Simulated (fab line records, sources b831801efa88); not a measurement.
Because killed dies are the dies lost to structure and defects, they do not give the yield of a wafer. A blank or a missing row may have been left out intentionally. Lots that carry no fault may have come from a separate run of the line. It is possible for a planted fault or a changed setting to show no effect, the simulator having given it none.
Which tool is to blame? | flow gf180mcu | Sampling: 6 lots, 18 wafers, 3 of 602 route steps

== WHAT THE GAUGES READ, wafer by wafer ==
GF_HV_LDD_TW_MEAS_11.
lot  | measured     | on            | HV_LDD_TW
L236 | day 11 05:22 | film-metro-03 | 2328 2332 2317
L240 | day 12 04:09 | film-metro-01 | 2309 2314 2320
L244 | day 13 06:43 | film-metro-03 | 2439 2439 2419
L249 | day 15 00:11 | film-metro-03 | 2401 2413 2413
L251 | day 15 19:24 | film-metro-03 | 2410 2406 2421
L253 | day 16 11:40 | film-metro-02 | 2357 2364 2349

== TOOL THAT RAN EACH LOT (tool first, then ch and the chambers of the sampled wafers, then the start) ==
lot  | GF_VT_IMPLANT_STRIP_42               | GF_HV_LDD_IMPLANT_09
L236 | plasma-asher-03 ch 0,1, day 8 16:10  | implanter-01 ch 0, day 11 05:08
L240 | plasma-asher-02 ch 0,1, day 9 16:19  | implanter-01 ch 0, day 12 03:55
L244 | plasma-asher-04 ch 0,1, day 10 17:40 | implanter-03 ch 0, day 13 06:29
L249 | plasma-asher-04 ch 0, day 12 03:49   | implanter-03 ch 0, day 14 23:56
L251 | plasma-asher-03 ch 0,1, day 12 20:59 | implanter-03 ch 0, day 15 19:10
L253 | plasma-asher-02 ch 0,1, day 13 08:37 | implanter-01 ch 0, day 16 11:26
- GF_VT_IMPLANT_STRIP_42: strips in O2/N2.
- GF_HV_LDD_IMPLANT_09

== THE ANSWER, worked out from the rows above alone ==
Rule: the lots themselves supply what counts as usual. The widest of any qualifying gaps counts: lots, ordered by their means at a reading, are off when they make up no more than a third of the lots, leave a main group of 4 or more, and stand apart from it by 3 or more times the standard deviation of that group's means. Not used: any main group whose means are identical at the precision the tables above print for the reading. A lot without any number at a reading at which 4 lots or more have one is off too. Where the step has rows for the other lots, those lots are counted as sound.
None of the lots is off at any reading shown; this tells nothing.

== WHAT THE SIMULATOR HAD INSERTED ==
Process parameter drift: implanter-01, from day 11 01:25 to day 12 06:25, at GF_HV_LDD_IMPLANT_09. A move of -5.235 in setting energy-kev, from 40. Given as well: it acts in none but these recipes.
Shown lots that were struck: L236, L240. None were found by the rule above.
